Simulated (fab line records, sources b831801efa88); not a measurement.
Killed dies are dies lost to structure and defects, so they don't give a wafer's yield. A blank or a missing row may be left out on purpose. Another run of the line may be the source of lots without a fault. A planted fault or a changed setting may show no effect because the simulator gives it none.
Which tool did it? | flow gf180mcu | 12 lots, 36 wafers sampled, at 3 steps of a route of 602

WHAT THE GAUGES READ, wafer by wafer
GF_V3_THK_MEAS_03. Usual: V3_CVD_02_THK gives 849 nm (standard deviation 11).
lot  | measured     | on            | V3_CVD_02_THK (nm) | flag
L216 | day 21 11:52 | film-metro-02 | 827 835 866        |
L219 | day 22 18:47 | film-metro-02 | 849 860 857        |
L220 | day 23 07:11 | film-metro-02 | 854 841 856        |
L221 | day 23 09:36 | film-metro-02 | 847 866 854        |
L226 | day 24 23:46 | film-metro-04 | 829 838 825        |
L227 | day 25 18:32 | film-metro-04 | 838 839 857        |
L230 | day 26 11:22 | film-metro-02 | 839 846 843        |
L234 | day 27 14:38 | film-metro-02 | 839 850 852        |
L235 | day 28 00:17 | film-metro-02 | 831 846 853        |
L236 | day 28 05:05 | film-metro-04 | 838 848 856        |
L237 | day 28 10:36 | film-metro-02 | 846 839 859        |
L238 | day 29 04:59 | film-metro-04 | 848 844 869        |

GF_V3_CD_MEAS_14 targets a cd of 260 nm. Usual: cd-nm 259.4 nm, standard deviation 1.
lot  | measured     | on        | cd-nm (nm)        | flag
L216 | day 22 11:33 | cd-sem-02 | 257.7 259.0 258.9 |
L219 | day 23 17:49 | cd-sem-02 | 258.8 259.8 259.5 |
L220 | day 24 05:50 | cd-sem-02 | 257.0 257.3 257.0 |
L221 | day 24 08:25 | cd-sem-02 | 258.1 259.0 257.9 |
L226 | day 25 21:01 | cd-sem-02 | 260.3 260.9 260.3 |
L227 | day 26 15:56 | cd-sem-02 | 257.8 258.3 258.6 |
L230 | day 27 08:23 | cd-sem-01 | 260.1 260.4 260.6 |
L234 | day 28 10:52 | cd-sem-02 | 258.7 260.9 258.7 |
L235 | day 28 20:03 | cd-sem-02 | 259.6 261.5 258.7 |
L236 | day 29 01:05 | cd-sem-01 | 258.8 259.3 259.6 |
L237 | day 29 05:55 | cd-sem-02 | 259.4 259.2 260.1 |
L238 | day 30 00:25 | cd-sem-02 | 258.2 259.4 258.4 |

TOOL THAT RAN EACH LOT (tool first, then ch and the chambers of the sampled wafers, then the start)
lot  | GF_V3_CMP_04
L216 | cmp-01 ch 0,3, day 21 11:55
L219 | cmp-02 ch 0,1, day 22 18:53
L220 | cmp-01 ch 0,2,3, day 23 07:14
L221 | cmp-01 ch 0,1,2, day 23 09:43
L226 | cmp-01 ch 0,1,2, day 24 23:52
L227 | cmp-02 ch 1,2,3, day 25 18:35
L230 | cmp-02 ch 0,1,3, day 26 11:26
L234 | cmp-02 ch 2,3, day 27 14:42
L235 | cmp-01 ch 0,1,3, day 28 00:28
L236 | cmp-01 ch 0,1,3, day 28 05:14
L237 | cmp-01 ch 1,2, day 28 10:40
L238 | cmp-02 ch 2,3, day 29 05:02
- GF_V3_CMP_04: polishes SiO2.

AS READ BY THE TOOLS THEMSELVES (means over the sampled wafers that have a number; for cases with no such wafer, the mark the record gives instead)
GF_V3_CMP_04. Usual: motor-current-A 11.9 A, standard deviation 0.98; time-to-endpoint-s 81 s, standard deviation 4.9.
lot  | tool   | motor-current-A (A) | time-to-endpoint-s (s) | flag
L216 | cmp-01 | 12.9                | 77                     |
L219 | cmp-02 | 10.5                | 84                     |
L220 | cmp-01 | 12.6                | 82                     |
L221 | cmp-01 | 12.6                | 85                     |
L226 | cmp-01 | 12.5                | 76                     |
L227 | cmp-02 | 11.4                | 78                     |
L230 | cmp-02 | 11.4                | 75                     |
L234 | cmp-02 | 12.0                | 78                     |
L235 | cmp-01 | 13.0                | 80                     |
L236 | cmp-01 | 12.6                | 111                    | OFF
L237 | cmp-01 | 12.4                | 108                    | OFF
L238 | cmp-02 | 11.7                | 85                     |

THE ANSWER, worked out from the rows above alone
Rule: lot off if the mean of its wafers having a number is beyond 3 standard deviations from the usual mean. Also off: a lot with no number at a reading for which 4 or more lots have one. Any other lot the step has rows for is counted as sound. The gauges are gone through in route order, then the tools' own readings, and for those a lot's mean is taken as printed above. The first step at which some lot is off is used, and at that step the reading that is off furthest; a lot without a number counts as furthest.
Off, at GF_V3_CMP_04 on time-to-endpoint-s: L236, L237.
A tool fits if, at that step or a process step before it, it ran every lot that is off, and no sound lot after the first of them. One fits: GF_V3_CMP_04 on cmp-01. Its last sound lot is L235 (day 28 00:28), its first lot that is off L236 (day 28 05:14): a fault that began between those two fits.
The tool's own readings at GF_V3_CMP_04 bear it out: on the lots that are off they differ by more than 5 times the standard deviation of the sound lots' means. time-to-endpoint-s reads 110 s there against 80 s on the sound lots.

WHAT THE SIMULATOR PUT IN
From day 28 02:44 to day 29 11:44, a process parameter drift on cmp-01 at GF_V3_CMP_04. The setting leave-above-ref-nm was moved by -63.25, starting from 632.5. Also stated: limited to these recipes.
Struck lots among those shown: L236, L237. Same finding as the rule above.
